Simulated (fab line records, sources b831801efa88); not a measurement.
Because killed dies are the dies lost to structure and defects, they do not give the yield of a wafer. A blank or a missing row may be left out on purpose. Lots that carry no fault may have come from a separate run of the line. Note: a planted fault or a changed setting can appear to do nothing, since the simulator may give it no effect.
Comparing a struck lot with a sound one / flow sfq-line / 42 steps out of a route of 325
Sound: wafers L773.1, L773.2, L773.5. Struck: wafers L783.1, L783.4. The cause comes at the end.
Per side, at each step with rows, come the tool, then ch with its chambers, and then its first start. Under that, the readings that differ: sound wafers / struck wafers / difference of the means / sigmas: that difference in standard deviations of wafers without a fault.
alike: readings whose means differ by less than 2 such deviations, and words and numbers that are the same on both sides. not compared: withheld readings, readings that some wafer has no value for, bounds like >300 that may hide the same value, and numbers for which the record gives no deviation and whose values overlap.
The two part at a step that has a row with sigmas, a row that says differs or no value, or rows on one side only. When numbers do not overlap yet have no deviation, they are printed without sigmas and do not part them. Lack of a reading on every wafer of one side parts them only where that side has two or more wafers.

first, 6 steps without rows for these wafers: SFQ_TRILAYER_M0_LITHO_COAT_026 (resist thk 62 nm); SFQ_TRILAYER_M0_LITHO_COAT_021 (resist thk 600 nm); SFQ_TRILAYER_M0_LITHO_SOFTBAKE_025; SFQ_TRILAYER_M0_LITHO_EXPOSE_022 (exposes mask M0, target cd 500 nm); SFQ_TRILAYER_M0_LITHO_PEB_024 (peb time 60 s); SFQ_TRILAYER_M0_LITHO_DEVELOP_023 (time 60 s).
SFQ_M0_OVL_MEAS_906:
  struck on overlay-02, day 10 13:20; sound on overlay-01, day 7 23:44
  alike: M0_OVL
SFQ_TRILAYER_M0_BARC_OPEN_METAL_ETCH_031: etches BARC in O2, target depth 125 nm, time 41.7 s.
  sound on rie-metal-01 ch 0,1, day 7 23:47; struck on rie-metal-03 ch 0,1, day 10 13:23
  alike: drypump-motor-current-A, oes-product-au, rf-fwd-power-W
  not compared: rf-hours-counter-h
then, 3 steps without rows for these wafers: SFQ_TRILAYER_M0_ETCH_METAL_ETCH_024 (etches Nb in Cl2/Ar, stops on SiO2, target depth 240 nm, time 120 s); SFQ_TRILAYER_M0_STRIP_STRIP_025 (strips in O2); SFQ_TRILAYER_M0_STRIP_SOLV_CLEAN_026 (cleans in NMP, time 600 s).
SFQ_TRILAYER_I0_DEP_PECVD_027: deposits SiO2 from SiH4/N2O, time 111.11 s, target thk 500 nm.
  sound on pecvd-02 ch 0,1, day 8 00:55; struck on pecvd-04 ch 2, day 10 14:22
  alike: heater-power-w, rf-fwd-power-W, throttle-valve-pct
SFQ_TRILAYER_I0_CMP_CMP_028: polishes SiO2.
  sound on cmp-02 ch 1,3, day 8 10:39; struck on cmp-02 ch 2,3, day 11 00:09
reading=time-to-endpoint-s (s); sound=202 209 208; struck=164 177; difference=-36; sigmas=-4
reading=model.SiO2_of_TRILAYER_I0_DEP_PECVD_027.thk-nm (nm); sound=200.4 199.4 199.5; struck=248.9 251; difference=+50.2; sigmas=
  alike: motor-current-A
SFQ_I0_BOW_MEAS_907:
  struck on film-metro-04, day 11 02:09; sound on film-metro-03, day 8 13:09
  alike: I0_BOW
SFQ_TRILAYER_I0_METRO_MEASURE_029:
  struck on film-metro-04, day 11 02:16; sound on film-metro-03, day 8 13:16
reading=thk-nm (nm); sound=200.5 199.5 199.5; struck=248.6 251.3; difference=+50.1; sigmas=+39
then, 6 steps without rows for these wafers: SFQ_TRILAYER_I0_VIA_LITHO_COAT_036 (resist thk 62 nm); SFQ_TRILAYER_I0_VIA_LITHO_COAT_031 (resist thk 650 nm); SFQ_TRILAYER_I0_VIA_LITHO_SOFTBAKE_035; SFQ_TRILAYER_I0_VIA_LITHO_EXPOSE_032 (exposes mask I0, target cd 500 nm); SFQ_TRILAYER_I0_VIA_LITHO_PEB_034 (peb time 60 s); SFQ_TRILAYER_I0_VIA_LITHO_DEVELOP_033 (time 60 s).
SFQ_I0_OVL_MEAS_908:
  struck on overlay-02, day 12 15:00; sound on overlay-02, day 10 03:17
  alike: I0_OVL
SFQ_TRILAYER_I0_VIA_BARC_OPEN_VIA_ETCH_046: etches BARC in O2, target depth 125 nm, time 41.7 s.
  sound on rie-diel-03 ch 0,1,2, day 10 03:19; struck on rie-diel-03 ch 0,2, day 12 15:02
  alike: drypump-motor-current-A, oes-product-au, rf-fwd-power-W
  not compared: rf-hours-counter-h
SFQ_TRILAYER_I0_VIA_ETCH_VIA_ETCH_034: etches SiO2 in CHF3, stops on Nb, target depth 260 nm.
  sound on rie-diel-03 ch 0,1,2, day 10 03:22; struck on rie-diel-03 ch 0,2, day 12 15:05
reading=oes-product-au (a.u.); sound=0.850 0.851 0.857; struck=0.964 0.976; difference=+0.117; sigmas=+23
reading=model.etch.depth-nm (nm); sound=200.4 199.4 199.5; struck=248.9 251; difference=+50.2; sigmas=
reading=model.I0.feature-depth-nm (nm); sound=200.4 199.4 199.5; struck=248.9 251; difference=+50.2; sigmas=
  alike: drypump-motor-current-A, rf-fwd-power-W
then, 2 steps without rows for these wafers: SFQ_TRILAYER_I0_VIA_STRIP_STRIP_035 (strips in O2); SFQ_TRILAYER_I0_VIA_STRIP_SOLV_CLEAN_036 (cleans in NMP, time 600 s).
SFQ_TRILAYER_M1_DEP_PRE_CLEAN_038: time 22.5 s.
  struck on pvd-sputter-03, day 12 15:58; sound on pvd-sputter-03, day 10 04:15
reading=model.SiO2_of_TRILAYER_I0_DEP_PECVD_027.thk-nm (nm); sound=192.9 191.9 192; struck=241.4 243.5; difference=+50.2; sigmas=
then, 1 step without rows for these wafers: SFQ_TRILAYER_M1_DEP_SPUTTER_037 (material Nb, target thk 200 nm, time 133.3 s).
SFQ_M1_RS_MEAS_909: the measuring method here is four-point-probe.
  struck on film-metro-02, day 12 16:07; sound on film-metro-04, day 10 05:22
  alike: M1_NB_RS
then, 6 steps without rows for these wafers: SFQ_TRILAYER_M1_LITHO_COAT_044 (resist thk 62 nm); SFQ_TRILAYER_M1_LITHO_COAT_039 (resist thk 600 nm); SFQ_TRILAYER_M1_LITHO_SOFTBAKE_043; SFQ_TRILAYER_M1_LITHO_EXPOSE_040 (exposes mask M1, target cd 500 nm); SFQ_TRILAYER_M1_LITHO_PEB_042 (peb time 60 s); SFQ_TRILAYER_M1_LITHO_DEVELOP_041 (time 60 s).
-- the record jumps here: 4 days lie between the struck wafers' starts before and after --
SFQ_M1_OVL_MEAS_911:
  struck on overlay-01, day 16 23:33; sound on overlay-02, day 13 17:56
  alike: M1_OVL
then, 1 step without rows for these wafers: SFQ_TRILAYER_M1_BARC_OPEN_METAL_ETCH_054 (etches BARC in O2, target depth 125 nm, time 41.7 s).
SFQ_TRILAYER_M1_ETCH_METAL_ETCH_042: etches Nb in Cl2/Ar, stops on SiO2, target depth 240 nm, time 120 s.
  sound on rie-metal-04 ch 0,1, day 13 18:02; struck on rie-metal-01 ch 0, day 16 23:39
reading=drypump-motor-current-A (A); sound=5.7 6.2 6.2; struck=4.9 5.0; difference=-1.1; sigmas=-2
  alike: oes-product-au, rf-fwd-power-W
  not compared: rf-hours-counter-h
SFQ_TRILAYER_M1_STRIP_STRIP_043: strips in O2.
  sound on rie-metal-04 ch 0,1, day 13 18:10; struck on rie-metal-01 ch 0, day 16 23:46
reading=drypump-motor-current-A (A); sound=5.7 6.2 6.2; struck=5.0 5.0; difference=-1.0; sigmas=-2
  alike: oes-product-au
  not compared: rf-hours-counter-h
then, 2 steps without rows for these wafers: SFQ_TRILAYER_M1_STRIP_SOLV_CLEAN_044 (cleans in NMP, time 600 s); SFQ_TRILAYER_I1_DEP_PECVD_045 (deposits SiO2 from SiH4/N2O, time 111.11 s, target thk 500 nm).
-- the record jumps here: 71 days lie between the struck wafers' starts before and after --
SFQ_M8_BOW_MEAS_951:
  struck on film-metro-04, day 87 19:20; sound on film-metro-01, day 86 08:02
reading=model.etest.i0.link-ohm; sound=1.97 1.98 1.979; struck=2.026 2.034; difference=+0.054; sigmas=
  alike: M8_BOW

== WHERE THEY PART ==
Earliest at SFQ_TRILAYER_I0_CMP_CMP_028; latest, in this record, at SFQ_TRILAYER_M1_STRIP_STRIP_043. Later steps at which nothing parts them and some readings are alike: SFQ_M8_BOW_MEAS_951.

WHY: the cause the simulator had injected
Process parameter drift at SFQ_TRILAYER_I0_CMP_CMP_028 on cmp-02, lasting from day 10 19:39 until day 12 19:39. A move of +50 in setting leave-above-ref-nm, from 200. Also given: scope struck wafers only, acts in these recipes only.
